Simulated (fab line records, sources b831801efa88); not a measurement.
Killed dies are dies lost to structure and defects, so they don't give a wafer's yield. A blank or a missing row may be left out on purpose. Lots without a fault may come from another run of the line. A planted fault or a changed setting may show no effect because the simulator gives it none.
Problem report in the 8D (eight disciplines) form, filled by code | flow sfq_line | the parts of the form that need people (team, actions taken, sign-off) are left out

1. THE PROBLEM
rf_fwd_power_W at SFQ_TRILAYER_I0_DEP_PECVD_027 reads a mean of 211.8 W on 3 wafers of 2 lots; wafers without a fault read 182.5 W with a standard deviation of 0.62. That is +47 standard deviations from the usual mean.
The step: deposits SiO2 from SiH4/N2O, time 111.11 s, target thk 500 nm.
First seen on wafer L916.5, day 14 20:43, on pecvd-01. The record holds 42 wafers of 14 lots with a number at this step. Rule for "out", or "out of limits": more than 4 standard deviations from the usual mean. The other wafers with a number count as sound.

2. WHAT IT IS AND WHAT IT IS NOT
question                    | is                     | is not
which readings at this step | rf_fwd_power_W         | chamber_pressure_Torr, heater_power_w, throttle_valve_pct
which lots                  | L916, L917             | L907, L908, L909, L910, L911, L912, L913, L922, L925, L926, L927, L929
which wafers of those lots  | L916.5, L917.1, L917.6 | L916.1, L916.6, L917.3
read on which tools         | pecvd-01               | pecvd-02, pecvd-04
when                        | from day 14 20:43      | up to then (23 sound wafers); but 16 sound wafers of L917, L922, L925, L926, L927, L929 came after

3. SUSPECTS, AND WHAT RULES EACH OUT
Counting: a tool at a process step up to the reading stays a suspect if it ran every lot that is out. Sound lots after the first of them don't rule it out here, since some wafers of a struck lot are sound.
- pecvd-01 at SFQ_TRILAYER_I0_DEP_PECVD_027 (deposits SiO2 from SiH4/N2O, time 111.11 s, target thk 500 nm): kept. It ran every lot that is out, first L916 (day 14 20:43); its last sound lot up to then is L913 (day 13 10:58). Its own readings are out on those wafers: rf_fwd_power_W.
- Within pecvd-01 at SFQ_TRILAYER_I0_DEP_PECVD_027: the wafers that are out ran in chamber 2; their sound lot-mates ran in chamber 0.
Left after counting: pecvd-01 at SFQ_TRILAYER_I0_DEP_PECVD_027.

4. THE CAUSE (what the simulator had put in)
Process parameter drift: pecvd-01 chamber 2, from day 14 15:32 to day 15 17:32, at SFQ_TRILAYER_I0_DEP_PECVD_027. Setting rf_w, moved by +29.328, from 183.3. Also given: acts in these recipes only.
Counting left only this tool.

5. THE CHAIN OF EFFECTS, in route order
Each row: a reading whose mean over the struck wafers that have a number lies more than 3 standard deviations from the usual. Only readings for which the record gives a usual standard deviation are gone through. hours: the time from each lot's start at the first step in this table that gives one to its start at this step, as a median over the lots. sigmas: the change in usual standard deviations.
hours | step                          | reading            | usual   | on struck wafers | change | sigmas
0     | SFQ_TRILAYER_I0_DEP_PECVD_027 | rf_fwd_power_W     | 182.5 W | 211.8            | +29.3  | +47
2     | SFQ_TRILAYER_I0_CMP_CMP_028   | time_to_endpoint_s | 210 s   | 234              | +24    | +3.5
The process steps in it:
- SFQ_TRILAYER_I0_DEP_PECVD_027: deposits SiO2 from SiH4/N2O, time 111.11 s, target thk 500 nm.
- SFQ_TRILAYER_I0_CMP_CMP_028: polishes SiO2.

6. WHAT WOULD HAVE CAUGHT IT SOONER
In this record the first reading out of limits was taken at day 14 20:43, 5 hours after the fault began at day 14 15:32.
